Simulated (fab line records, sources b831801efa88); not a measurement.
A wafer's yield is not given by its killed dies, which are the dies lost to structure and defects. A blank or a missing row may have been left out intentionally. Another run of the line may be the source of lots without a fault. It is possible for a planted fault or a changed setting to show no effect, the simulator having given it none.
Which of the tools did it? ; flow gf180mcu ; Sampling: 6 lots, 16 wafers, 3 of 602 route steps

WHAT THE GAUGES SHOWED, per wafer
GF_VT_IMPLANT_RS_MEAS_48: measurement is done with a four-point probe.
lot;measured;on;LVPWELL_RS (ohm/sq)
L146;day 8 07:30;film-metro-02;1196.1 1194.2 1193.9
L148;day 9 00:46;film-metro-02;1191.3 1190.7 1191.2
L152;day 10 03:20;film-metro-02;1256.2 1195.2
L154;day 10 16:51;film-metro-02;1191.9 1253.6
L161;day 12 12:03;film-metro-04;1197.5 1196.7 1200.1
L165;day 13 17:12;film-metro-01;1195.1 1194.5 1196.4

EACH LOT AND THE TOOL THAT RAN IT (in order: tool; ch and the chambers of the sampled wafers; start)
lot;GF_LVPWELL_IMPLANT_08;GF_VT_IMPLANT_STRIP_20
L146;implanter-03 ch 0, day 4 12:36;plasma-asher-04 ch 0,1, day 6 22:48
L148;implanter-03 ch 0, day 5 04:06;plasma-asher-04 ch 0,1, day 7 16:06
L152;implanter-04 ch 0, day 6 02:00;plasma-asher-04 ch 0,1, day 8 16:58
L154;implanter-04 ch 0, day 6 11:36;plasma-asher-02 ch 0, day 9 05:24
L161;implanter-03 ch 0, day 8 00:57;plasma-asher-02 ch 0,1, day 10 21:42
L165;implanter-02 ch 0, day 8 23:06;plasma-asher-01 ch 0,1, day 12 00:12
- GF_LVPWELL_IMPLANT_08
- GF_VT_IMPLANT_STRIP_20: strips in O2/N2.

THE ANSWER, worked out from the rows above alone
Rule: the lots themselves supply what counts as usual. Put in order of their means at a reading, lots are off if they are a third of the lots or fewer, leave a main group of 4 or more, and stand apart from it by a gap of 3 or more times the standard deviation of the main group's means; of several such gaps the widest counts. A main group whose means are all the same, to the digits that the tables above print for the reading, isn't used. A lot without any number at a reading at which 4 lots or more have one is off too. All remaining lots with rows at the step are treated as sound.
Off: at GF_VT_IMPLANT_RS_MEAS_48 (LVPWELL_RS), L152, L154. Mean 1194.8 ohm/sq and standard deviation 2.5 in the main group.
A tool fits if, at a process step before that reading, it ran every lot that is off, and no sound lot after the first of them. Those tools and the gauges at GF_VT_IMPLANT_RS_MEAS_48 are tried in the same way. 2 tools fit, implanter-04 at GF_LVPWELL_IMPLANT_08 and film-metro-02 at GF_VT_IMPLANT_RS_MEAS_48, so this cannot tell which one it is.

WHAT THE SIMULATOR HAD PUT IN
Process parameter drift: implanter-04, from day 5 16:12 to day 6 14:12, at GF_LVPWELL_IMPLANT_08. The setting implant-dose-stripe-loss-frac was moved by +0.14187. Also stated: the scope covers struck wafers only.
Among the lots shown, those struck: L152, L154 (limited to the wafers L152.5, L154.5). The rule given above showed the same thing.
